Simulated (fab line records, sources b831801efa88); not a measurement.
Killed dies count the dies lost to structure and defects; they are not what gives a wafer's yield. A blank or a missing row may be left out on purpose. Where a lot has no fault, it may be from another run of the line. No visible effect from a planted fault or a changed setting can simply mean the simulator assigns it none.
8D (eight disciplines) problem report, filled in by code ; flow sky130 ; the parts of the form that need people (team, actions taken, sign-off) are left out

## 1. THE PROBLEM
At SKY_CONTACT_SOFTBAKE_10, plate temp C averages 102.70 C over 6 wafers from 2 lots, while fault-free wafers read 99.98 C, standard deviation 0.14. That puts it +19 standard deviations away from the usual mean.
The step: time 90 s.
Seen first at day 36 12:00 on litho track-03, wafer L845.3. The record holds 42 wafers of 14 lots with a number at this step. Rule for "out" (also "out of limits"): further than 4 standard deviations from the usual mean. All remaining wafers that have a number are taken as sound.

## 2. WHAT IT IS, AND WHAT IT ISN'T
question;is;is not
which readings at this step;plate temp C, heater power total W;-
which lots;L845, L846;L830, L831, L832, L834, L835, L837, L839, L840, L847, L850, L851, L852
which wafers of those lots;all that have a number;-
read on which tools;litho track-03;litho track-01, litho track-04
when;from day 36 12:00;"up to then (24 sound wafers); but 12 sound wafers of L847, L850, L851, L852 came after"

## 3. SUSPECTS, AND WHAT RULES EACH OUT
Counting: a tool stays on the suspect list if, at a process step up to the reading, it processed all lots that are out and no sound lot following the first of them.
- cvd w-02 at SKY_LI_CONTACT_CVD_21 (deposits W, target thk 400 nm, time 120.56 s): ruled out as a lasting fault. Sound lots L850, L852 ran on it after its first lot that is out, L845 (day 34 19:39).
- cmp-02 at SKY_LI_CONTACT_CMP_24 (polishes, stops on PSG, t overpolish 20 s, target thk 0 nm): ruled out as a lasting fault. Sound lots L850, L851 ran on it after its first lot that is out, L845 (day 34 20:04).
- litho track-03 at SKY_CONTACT_SOFTBAKE_10 (time 90 s): kept. It ran every lot that is out, first L845 (day 36 12:00), and no sound lot after that. Out on those wafers are its own readings of heater power total W, plate temp C.
The count leaves litho track-03 at SKY_CONTACT_SOFTBAKE_10.

## 4. THE CAUSE (what the simulator had put in)
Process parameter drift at SKY_CONTACT_SOFTBAKE_10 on litho track-03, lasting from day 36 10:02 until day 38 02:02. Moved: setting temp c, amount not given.
The count eliminated every tool but this one.

## 5. THE EFFECT CHAIN, in route order
Each row: a reading whose mean over the struck wafers that have a number lies more than 3 standard deviations from the usual. Only readings whose record carries a usual standard deviation are examined. hours: median over the lots of the time between each lot's start at the first step of this table that gives one and its start at this step. sigmas: the change, counted in usual standard deviations.
hours;step;reading;usual;on struck wafers;change;sigmas
0;SKY_CONTACT_SOFTBAKE_10;heater power total W;57.37 W;59.51;+2.14;+18
0;SKY_CONTACT_SOFTBAKE_10;plate temp C;99.98 C;102.70;+2.72;+19
Here are the process steps it includes:
- SKY_CONTACT_SOFTBAKE_10: time 90 s.

## 6. HOW IT WOULD HAVE BEEN CAUGHT EARLIER
First out-of-limits reading in this record: day 36 12:00, which is 2 hours after fault onset at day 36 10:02.
